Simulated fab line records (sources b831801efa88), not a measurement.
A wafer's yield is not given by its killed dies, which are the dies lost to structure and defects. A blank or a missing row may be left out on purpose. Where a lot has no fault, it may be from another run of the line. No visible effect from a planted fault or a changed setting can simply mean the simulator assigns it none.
8D (eight disciplines) problem report, filled in by code	flow sky130	the parts of the form that need people (team, actions taken, sign-off) are left out

1. THE ISSUE
VT_ADJUST_LVTN_2_TW at SKY_VT_ADJUST_LVTN_TW_MEAS_21 reads a mean of 208.9 on 6 wafers of 2 lots; wafers without a fault read 188.4 with a standard deviation of 0.98. Relative to the usual mean, that is a shift of +21 standard deviations.
First observed at day 9 10:14: wafer L226.1, on film metro-04. The record has a number at this step for 36 wafers belonging to 12 lots. Rule for "out", or "out of limits": more than 4 standard deviations from the usual mean. All remaining wafers that have a number are taken as sound.

2. WHAT IT IS AND WHAT IT IS NOT
question	is	is not
which readings at this step	VT_ADJUST_LVTN_2_TW	-
which lots	L226, L229	L219, L230, L232, L235, L237, L238, L239, L240, L241, L242
which wafers of those lots	all that have a number	-
read on which gauges	film metro-04	film metro-01, film metro-02
when	from day 9 10:14	up to then (3 sound wafers); but 27 sound wafers of L230, L232, L235, L237, L238, L239, L240, L241, L242 came after

3. SUSPECTS, AND WHAT RULES EACH OUT
Counting: a tool stays on the suspect list if, at a process step up to the reading, it processed all lots that are out and no sound lot following the first of them.
- ruled out: the gauge at SKY_VT_ADJUST_LVTN_TW_MEAS_21. All the wafers that are out were read on film metro-04, but those of them that SKY_VT_ADJUST_LVTN_IMPLANT_19 has rows for are out there too, on other tools.
- implanter-02 at SKY_VT_ADJUST_LVTN_IMPLANT_19: ruled out as a lasting fault. Following L226 (day 9 09:59), the first lot on it that is out, the sound lots L238, L239, L242 were run on it.
Left after counting: nothing in the record.

4. THE CAUSE (what the simulator had put in)
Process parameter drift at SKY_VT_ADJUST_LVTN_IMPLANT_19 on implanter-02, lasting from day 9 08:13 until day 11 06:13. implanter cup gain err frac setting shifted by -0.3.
The count ruled it out by mistake, since the rule takes a fault to strike every lot its tool runs from the start of the fault on, and this one did not do so.

5. THE CHAIN OF EFFECTS, in route order
Rows list readings where the struck wafers' mean (over those with a number) sits beyond 3 standard deviations from the usual. Scope: only readings with a usual standard deviation given in the record; hours: median across lots of the time from each lot's start at the first step in this table that gives one to its start at this step; sigmas: change in usual standard deviations.
hours	step	reading	usual	on struck wafers	change	sigmas
0	SKY_VT_ADJUST_LVTN_IMPLANT_19	beam on s	10.02 s	14.14	+4.12	+23
0	SKY_VT_ADJUST_LVTN_IMPLANT_19	faraday current uA	3.66	2.59	-1.07	-16
0	SKY_VT_ADJUST_LVTN_TW_MEAS_21	VT_ADJUST_LVTN_2_TW	188.4	208.9	+20.5	+21
Here are the process steps it includes:
- SKY_VT_ADJUST_LVTN_IMPLANT_19
Later steps that measure or inspect, where all struck wafers having a row at the step show a number for every such reading and not one has moved that far: SKY_VT_ADJUST_NCORE_TW_MEAS_11, SKY_POLY_GATE_THK_MEAS_04.

6. HOW IT WOULD HAVE BEEN CAUGHT EARLIER
Counted from the fault's start at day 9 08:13, it took 2 hours until the first out-of-limits reading at a measuring or inspecting step in this record, taken at day 9 10:14.
At SKY_VT_ADJUST_LVTN_IMPLANT_19, the tool's own readings (beam on s, faraday current uA) were out on each struck wafer the step has a row for, so an alarm limit on them would have fired on the first such wafer.
